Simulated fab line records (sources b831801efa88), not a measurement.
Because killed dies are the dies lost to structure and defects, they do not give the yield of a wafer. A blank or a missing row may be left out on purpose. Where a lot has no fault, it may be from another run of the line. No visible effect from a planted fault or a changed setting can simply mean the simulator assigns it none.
A struck lot beside a sound one -- flow sky130 -- 35 out of 708 route steps
Sound: wafers L365.1, L365.2, L365.3. Struck: wafer L374.2 (left out: L374.1, L374.4 of the same lot, which were not struck); the cause appears at the end.
Order at every step that has rows: each side's tool, ch and its chambers, its first start. Under that, the readings that differ: sound wafers -- struck wafers -- difference of the means -- sigmas: that difference in standard deviations of wafers without a fault.
alike: readings whose means differ by less than 2 such deviations, and words and numbers that are the same on both sides. not compared: withheld readings, readings that some wafer has no value for, bounds like >300 that may hide the same value, and numbers for which the record gives no deviation and whose values overlap.
The two part at a step that has a row with sigmas, a row that says differs or no value, or rows on one side only. Numbers that don't overlap but have no deviation are shown without sigmas and don't part them. A reading that every wafer of one side lacks parts them only if that side has two wafers or more.

first, 8 steps without rows for these wafers: SKY_CAPM_SPUTTER_02 (material TiN, target thk 200 nm, time 166.7 s); SKY_CAPM_DEHYDRATE_05 (time 60 s); SKY_CAPM_HMDS_06 (prime time 60 s); SKY_CAPM_COAT_07 (resist thk 1140 nm); SKY_CAPM_SOFTBAKE_08 (time 60 s); SKY_CAPM_EXPOSE_09 (exposes mask CAPM, target cd 1000 nm); SKY_CAPM_PEB_10; SKY_CAPM_DEVELOP_11 (develop time 60 s).
SKY_CAPM_METAL_ETCH_13: etches TiN in Cl2/BCl3, stops on SiO2, target depth 220 nm, time 62.9 s.
  sound on rieMetal-04 ch 0,1, day 40 00:02; struck on rieMetal-04 ch 1, day 42 13:30
  alike: drypumpMotorCurrentA, mfcCl2Sccm, oesProductAu, throttleValvePct
  not compared: rfHoursCounterH
then, 25 steps without rows for these wafers: SKY_CAPM_STRIP_14 (strips in O2/N2); SKY_CAPM_STRIP_15 (strips in post etch residue remover, time 1200 s); SKY_CAPM_CLEAN_16 (cleans in IPA, time 180 s); SKY_CAPM_CLEAN_17 (cleans in O3/DIW); SKY_METAL3_DEHYDRATE_05 (time 60 s); SKY_METAL3_HMDS_06 (prime time 60 s); SKY_METAL3_COAT_07 (resist thk 60 nm); SKY_METAL3_COAT_08 (resist thk 1140 nm); SKY_METAL3_SOFTBAKE_09 (time 90 s); SKY_METAL3_EXPOSE_10 (exposes mask MM3, target cd 300 nm); SKY_METAL3_PEB_11; SKY_METAL3_DEVELOP_12 (develop time 60 s); SKY_METAL3_DESCUM_15 (chemistry O2, time 8 s); SKY_METAL3_ETCH_16 (etches BARC in N2/H2, stops on SiO2, time 88.2 s, target depth 60 nm); SKY_METAL3_ETCH_17 (etches SiO2 in C4F8/O2/Ar, stops on TiN, time 3.9 s, target depth 15 nm); SKY_METAL3_METAL_ETCH_18 (etches the open film in Cl2/BCl3, stops on SiO2, target depth 845 nm, time 183.1 s); SKY_METAL3_STRIP_19 (strips in O2/N2); SKY_METAL3_STRIP_20 (strips in post etch residue remover, time 1200 s); SKY_METAL3_CLEAN_21 (cleans in IPA, time 180 s); SKY_METAL3_CLEAN_22 (cleans in O3/DIW); SKY_VIA3_HDPCVD_00 (deposits SiO2, target thk 1635 nm, time 272.5 s); SKY_VIA3_CMP_02 (polishes SiO2); SKY_VIA3_DEHYDRATE_04 (time 60 s); SKY_VIA3_HMDS_05 (prime time 60 s); SKY_VIA3_COAT_06 (resist thk 60 nm).
-- the record jumps here: 7 days lie between the struck wafers' starts before and after (it left off in module VIA3 and takes up again in module PAD_OPEN, whose first step shown is number 708 of the route) --
SKY_PAD_OPEN_PROBE_99:
  sound: prober-01 at day 47 20:47; struck: prober-01 at day 49 18:44
reading,sound,struck,difference,sigmas
hold,- - -,awaitDispo/2.9h/release,no value on the sound wafers,
defectLimitedYield (%),82.7 85.8 81.1,68.9,-14.3,-8
killed_at_M0_to_M3,40 37 41,59,+20,+3
killedAtOther,1 0 1,63,+62,+99 or more
killedDies,85 70 93,153,+70,+7
sort_bin_3_pad_short (%),0.4 0.4 2.2,4.1,+3.1,+8
sort_bin_5_function (%),11.0 8.5 11.4,18.7,+8.4,+6
sort_bin_6_memory (%),5.9 5.3 5.3,8.3,+2.8,+2
sortNPass,407 422 399,339,-70,-7
sortYieldPct (%),82.7 85.8 81.1,68.9,-14.3,-8
model.etest.tester.sortNPass,407 422 399,339,-70,
model.etest.tester.sortYieldPct (%),82.72 85.77 81.1,68.9,-14.3,
model.etest.tester.sort_bin_5_pct (%),10.98 8.537 11.38,18.7,+8.4,
model.etest.tester.sort_bin_3_pct (%),0.4065 0.4065 2.236,4.065,+3.049,
  alike: killed_at_M4_up, killedAtContacts, killedAtFrontEnd, killedOpen, killedShort

WHERE THEY PART
SKY_PAD_OPEN_PROBE_99 only, going by this record.

WHY: what the simulator had put in
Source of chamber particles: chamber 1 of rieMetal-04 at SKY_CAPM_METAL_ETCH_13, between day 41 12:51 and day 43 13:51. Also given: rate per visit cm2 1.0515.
